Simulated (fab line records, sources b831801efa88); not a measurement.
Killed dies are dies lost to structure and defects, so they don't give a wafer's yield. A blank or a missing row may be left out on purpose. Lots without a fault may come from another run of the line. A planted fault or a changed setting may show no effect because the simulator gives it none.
Which tool did it? | flow gf180mcu | 13 lots, 39 wafers sampled, at 5 steps of a route of 602

WHAT THE GAUGES READ, wafer by wafer
GF_DNWELL_TW_MEAS_09. Usual: DNWELL_TW 1335, standard deviation 20.
lot  | measured    | on            | DNWELL_TW      | flag
L980 | day 2 21:46 | film_metro-02 | 1377 1384 1381 |
L981 | day 3 02:40 | film_metro-03 | 1314 1322 1311 |
L982 | day 3 05:35 | film_metro-03 | 1319 1321 1313 |
L983 | day 3 13:43 | film_metro-01 | 1325 1331 1323 |
L984 | day 3 19:02 | film_metro-01 | 1330 1341 1334 |
L985 | day 3 23:02 | film_metro-01 | 1328 1333 1330 |
L986 | day 4 02:38 | film_metro-01 | 1337 1334 1334 |
L987 | day 4 06:18 | film_metro-01 | 1335 1334 1337 |
L990 | day 5 00:17 | film_metro-03 | 1314 1318 1317 |
L993 | day 5 15:14 | film_metro-02 | 1483 1492 1486 | OFF
L995 | day 6 01:38 | film_metro-03 | 1440 1437 1429 | OFF
L999 | day 6 22:59 | film_metro-03 | 1342 1342 1347 |
L101 | day 7 09:20 | film_metro-03 | 1310 1308 1311 |

GF_NWELL_TW_MEAS_11. Usual: NWELL_TW 1576, standard deviation 34.
lot  | measured    | on            | NWELL_TW       | flag
L980 | day 3 10:53 | film_metro-04 | 1618 1612 1609 |
L981 | day 3 15:37 | film_metro-03 | 1533 1544 1546 |
L982 | day 3 18:53 | film_metro-02 | 1625 1617 1618 |
L983 | day 4 02:47 | film_metro-03 | 1553 1543 1538 |
L984 | day 4 08:10 | film_metro-03 | 1541 1551 1544 |
L985 | day 4 13:01 | film_metro-03 | 1541 1547 1542 |
L986 | day 4 16:27 | film_metro-02 | 1621 1624 1617 |
L987 | day 4 20:08 | film_metro-04 | 1594 1601 1602 |
L990 | day 5 15:04 | film_metro-03 | 1539 1544 1536 |
L993 | day 6 05:50 | film_metro-04 | 1599 1591 1595 |
L995 | day 6 16:58 | film_metro-04 | 1594 1593 1595 |
L999 | day 7 14:59 | film_metro-03 | 1525 1533 1524 |
L101 | day 8 01:58 | film_metro-04 | 1600 1605 1605 |

GF_VT_IMPLANT_OVL_MEAS_18. Usual: VT_IMPLANT_01_OVL 1.3 nm, standard deviation 1.7.
lot  | measured     | on         | VT_IMPLANT_01_OVL (nm) | flag
L980 | day 6 08:50  | overlay-01 | 1.3 1.2 0.0            |
L981 | day 6 14:21  | overlay-01 | 1.2 0.5 1.6            |
L982 | day 6 17:23  | overlay-02 | 2.7 3.2 2.2            |
L983 | day 7 04:58  | overlay-02 | 1.8 0.1 1.0            |
L984 | day 7 09:14  | overlay-01 | -0.7 -1.0 0.3          |
L985 | day 7 16:05  | overlay-01 | 2.8 1.7 0.9            |
L986 | day 7 18:38  | overlay-02 | 4.7 4.4 2.2            |
L987 | day 8 00:01  | overlay-02 | -1.8 -1.0 0.8          |
L990 | day 8 19:32  | overlay-01 | -0.4 1.2 0.6           |
L993 | day 9 13:58  | overlay-02 | -0.1 -0.9 2.1          |
L995 | day 10 03:53 | overlay-02 | 3.4 1.9 2.2            |
L999 | day 11 04:10 | overlay-02 | 2.9 0.9 2.5            |
L101 | day 11 19:08 | overlay-01 | -0.3 -1.1 -0.8         |

WHICH TOOL RAN EACH LOT (tool, then ch and the chambers of the sampled wafers, then the start)
lot  | GF_STI_STRIP_15                     | GF_DNWELL_IMPLANT_07
L980 | plasma_asher-02 ch 0,1, day 2 01:29 | implanter-01 ch 0, day 2 21:32
L981 | plasma_asher-02 ch 0,1, day 2 06:10 | implanter-04 ch 0, day 3 02:26
L982 | plasma_asher-02 ch 0,1, day 2 10:46 | implanter-04 ch 0, day 3 05:22
L983 | plasma_asher-02 ch 0,1, day 2 20:30 | implanter-04 ch 0, day 3 13:29
L984 | plasma_asher-02 ch 0,1, day 3 01:04 | implanter-01 ch 0, day 3 18:47
L985 | plasma_asher-04 ch 0,1, day 3 03:37 | implanter-04 ch 0, day 3 22:47
L986 | plasma_asher-01 ch 0, day 3 09:55   | implanter-01 ch 0, day 4 02:23
L987 | plasma_asher-01 ch 0, day 3 12:55   | implanter-01 ch 0, day 4 06:04
L990 | plasma_asher-04 ch 0, day 4 04:56   | implanter-01 ch 0, day 5 00:02
L993 | plasma_asher-02 ch 0,1, day 4 20:07 | implanter-03 ch 0, day 5 14:59
L995 | plasma_asher-01 ch 0,1, day 5 06:25 | implanter-03 ch 0, day 6 01:23
L999 | plasma_asher-04 ch 1, day 6 03:30   | implanter-01 ch 0, day 6 22:44
L101 | plasma_asher-04 ch 0,1, day 6 13:07 | implanter-04 ch 0, day 7 09:05
- GF_STI_STRIP_15: strips in O2/N2.
- GF_DNWELL_IMPLANT_07

WHAT THE TOOLS THEMSELVES READ (means of the sampled wafers that have a number; where no wafer has one, the mark that the record gives instead)
GF_STI_STRIP_15. Usual: drypump_motor_current_A 5.6 A, standard deviation 0.33; heater_power_w 350 W, standard deviation 24; oes_product_au 0.385 a.u., standard deviation 0.0049; strip_time_to_endpoint_s 3.75 s, standard deviation 0.046.
lot  | tool            | drypump_motor_current_A (A) | heater_power_w (W) | oes_product_au (a.u.) | strip_time_to_endpoint_s (s) | flag
L980 | plasma_asher-02 | 5.8                         | 355                | 0.384                 | 3.72                         |
L981 | plasma_asher-02 | 5.9                         | 350                | 0.380                 | 3.71                         |
L982 | plasma_asher-02 | 5.9                         | 347                | 0.382                 | 3.75                         |
L983 | plasma_asher-02 | 5.9                         | 352                | 0.394                 | 3.79                         |
L984 | plasma_asher-02 | 5.8                         | 350                | 0.385                 | 3.77                         |
L985 | plasma_asher-04 | 5.2                         | 350                | 0.384                 | 3.74                         |
L986 | plasma_asher-01 | 5.8                         | 320                | 0.380                 | 3.73                         |
L987 | plasma_asher-01 | 5.8                         | 310                | 0.383                 | 3.74                         |
L990 | plasma_asher-04 | 4.9                         | 350                | 0.384                 | 3.77                         |
L993 | plasma_asher-02 | 5.9                         | 354                | 0.383                 | 3.83                         |
L995 | plasma_asher-01 | 5.7                         | 339                | 0.385                 | 3.76                         |
L999 | plasma_asher-04 | 5.8                         | 372                | 0.388                 | 3.77                         |
L101 | plasma_asher-04 | 5.5                         | 352                | 0.384                 | 3.70                         |

GF_DNWELL_IMPLANT_07. Usual: beam_on_s 10.00 s, standard deviation 0.19; end_station_pressure_torr 5.09e-06 Torr, standard deviation 2.6e-07; faraday_current_uA 56.4, standard deviation 1.
lot  | tool         | beam_on_s (s) | end_station_pressure_torr (Torr) | faraday_current_uA | flag
L980 | implanter-01 | 10.11         | 5.07e-06                         | 55.8               |
L981 | implanter-04 | 9.97          | 5.22e-06                         | 56.5               |
L982 | implanter-04 | 10.07         | 5.14e-06                         | 56.1               |
L983 | implanter-04 | 10.08         | 5.31e-06                         | 55.7               |
L984 | implanter-01 | 9.94          | 5.23e-06                         | 56.8               |
L985 | implanter-04 | 10.21         | 5.08e-06                         | 55.2               |
L986 | implanter-01 | 10.10         | 5.20e-06                         | 55.9               |
L987 | implanter-01 | 10.08         | 5.10e-06                         | 55.8               |
L990 | implanter-01 | 9.96          | 5.10e-06                         | 56.7               |
L993 | implanter-03 | 12.91         | 1.21e-04                         | 44.0               | OFF
L995 | implanter-03 | 12.71         | 1.24e-04                         | 44.8               | OFF
L999 | implanter-01 | 9.95          | 5.16e-06                         | 56.4               |
L101 | implanter-04 | 10.05         | 5.10e-06                         | 56.0               |

THE ANSWER, worked out from the rows above alone
Rule: a lot is off if the mean of its wafers that have a number lies more than 3 standard deviations from the usual mean. A lot without any number at a reading at which 4 lots or more have one is off too. The other lots that the step has rows for count as sound. The gauges are gone through in route order, then the tools' own readings, and for those a lot's mean is taken as printed above. The first step at which some lot is off is used, and at that step the reading that is off furthest; a lot without a number counts as furthest.
Off: L993, L995, at GF_DNWELL_TW_MEAS_09 (DNWELL_TW).
A tool fits if, at a process step before that reading, it ran every lot that is off, and no sound lot after the first of them. The gauges at GF_DNWELL_TW_MEAS_09 aren't tried: what is off there is off at GF_DNWELL_IMPLANT_07 too, on other tools, and a gauge's error can't cause that. One fits: implanter-03 at GF_DNWELL_IMPLANT_07. It ran no sound lot before its first lot that is off in this sample, so the start can't be narrowed down.
The tool's own readings at GF_DNWELL_IMPLANT_07 bear it out: on the lots that are off they differ by more than 5 times the standard deviation of the sound lots' means. beam_on_s reads 12.81 s there against 10.05 s on the sound lots; end_station_pressure_torr reads 1.22e-04 Torr there against 5.16e-06 Torr on the sound lots; faraday_current_uA reads 44.4 there against 56.1 on the sound lots.

WHAT THE SIMULATOR HAD PUT IN
Process parameter drift: implanter-03, from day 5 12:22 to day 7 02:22, at GF_DNWELL_IMPLANT_07. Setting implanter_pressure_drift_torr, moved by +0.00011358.
Process parameter drift: implanter-03, from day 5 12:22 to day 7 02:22, at GF_DNWELL_IMPLANT_07. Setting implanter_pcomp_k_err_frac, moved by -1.
Lots struck among those shown: L993, L995. The rule above found the same.
